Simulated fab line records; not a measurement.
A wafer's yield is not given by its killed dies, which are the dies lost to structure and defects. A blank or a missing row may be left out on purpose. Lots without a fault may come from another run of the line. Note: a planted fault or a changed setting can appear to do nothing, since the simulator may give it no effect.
Shared-tool check	flow gf180mcu	14 lots, 42 wafers sampled

== WHY IT WAS OPENED ==
2 of 14 lots carry a flag on the reading DUAL_GATE_OXIDATION_00_THK at GF_DUAL_GATE_THK_MEAS_03. Fault-free wafers read 10.83 nm, with a standard deviation of 0.19.
Rule: flag the lot when none of its wafers has a number, or when each of its wafers that has one lies beyond 4 standard deviations from that mean. All remaining lots are regarded as sound.

lot	measured	on	DUAL_GATE_OXIDATION_00_THK (nm), wafer by wafer	flag
L873	day 7 15:29	film_metro-04	10.64 10.69 10.81	
L874	day 7 23:27	film_metro-03	10.91 10.90 10.73	
L875	day 8 03:47	film_metro-04	10.72 10.57 10.57	
L876	day 8 11:50	film_metro-03	10.83 10.72 10.70	
L877	day 8 18:34	film_metro-03	10.30 10.42 10.50	
L878	day 9 00:59	film_metro-01	10.77 10.73 10.76	
L879	day 9 10:08	film_metro-03	10.64 10.43 10.50	
L880	day 9 15:34	film_metro-03	10.78 10.78 10.67	
L881	day 9 23:02	film_metro-01	10.75 10.94 10.96	
L882	day 10 03:05	film_metro-01	10.93 10.99 10.97	
L883	day 10 10:36	film_metro-03	11.05 10.83 10.75	
L884	day 10 19:35	film_metro-03	11.18 11.07 11.06	
L892	day 13 01:36	film_metro-01	12.24 12.28 12.13	FLAGGED
L894	day 13 17:38	film_metro-01	11.88 11.97 11.85	FLAGGED
On average the flagged lots' numbers are 12.06 nm, which is +1.23 nm against the usual, or +6 standard deviations.

== WHICH TOOL RAN EACH LOT ==
The record holds 1 process step before the reading, out of a route of 602 steps. Each cell gives the tool, then ch followed by the chambers the sampled wafers passed through, then the start.
lot	flag	GF_VT_IMPLANT_STRIP_20
L873		plasma_asher-02 ch 0,1, day 6 05:38
L874		plasma_asher-03 ch 0,1, day 6 12:37
L875		plasma_asher-03 ch 0,1, day 6 17:13
L876		plasma_asher-02 ch 0,1, day 7 01:04
L877		plasma_asher-03 ch 0,1, day 7 07:37
L878		plasma_asher-01 ch 1, day 7 13:02
L879		plasma_asher-03 ch 0,1, day 7 22:10
L880		plasma_asher-02 ch 0,1, day 8 01:50
L881		plasma_asher-02 ch 0,1, day 8 09:25
L882		plasma_asher-02 ch 0, day 8 14:31
L883		plasma_asher-03 ch 0,1, day 8 20:52
L884		plasma_asher-02 ch 0,1, day 9 05:49
L892	FLAGGED	plasma_asher-02 ch 0,1, day 11 07:37
L894	FLAGGED	plasma_asher-03 ch 0,1, day 11 23:19
What these steps do:
- GF_VT_IMPLANT_STRIP_20: strips in O2/N2.
- GF_DUAL_GATE_THK_MEAS_03

== FLAGGED OVER TOTAL, TOOL BY TOOL (the gauges that took the reading come last) ==
step	tool	lots run	flagged	share of the flagged lots	sound lots run after its first flagged lot
GF_VT_IMPLANT_STRIP_20	plasma_asher-01	1	0	none	-
GF_VT_IMPLANT_STRIP_20	plasma_asher-02	7	1	some	0
GF_VT_IMPLANT_STRIP_20	plasma_asher-03	6	1	some	0
GF_DUAL_GATE_THK_MEAS_03	film_metro-01	5	2	all	0
GF_DUAL_GATE_THK_MEAS_03	film_metro-03	7	0	none	-
GF_DUAL_GATE_THK_MEAS_03	film_metro-04	2	0	none	-

== WHAT THE TABLE ALLOWS ==
All flagged lots share 1 row of the table, namely film_metro-01 at GF_DUAL_GATE_THK_MEAS_03.
- film_metro-01 at GF_DUAL_GATE_THK_MEAS_03 ran 5 lots, 2 of them flagged. Last sound lot L882 at day 10 03:05, first flagged lot L892 at day 13 01:36; a fault beginning in between fits.
film_metro-01 at GF_DUAL_GATE_THK_MEAS_03 is the single tool remaining.

== WHAT WAS PUT IN BY THE SIMULATOR ==
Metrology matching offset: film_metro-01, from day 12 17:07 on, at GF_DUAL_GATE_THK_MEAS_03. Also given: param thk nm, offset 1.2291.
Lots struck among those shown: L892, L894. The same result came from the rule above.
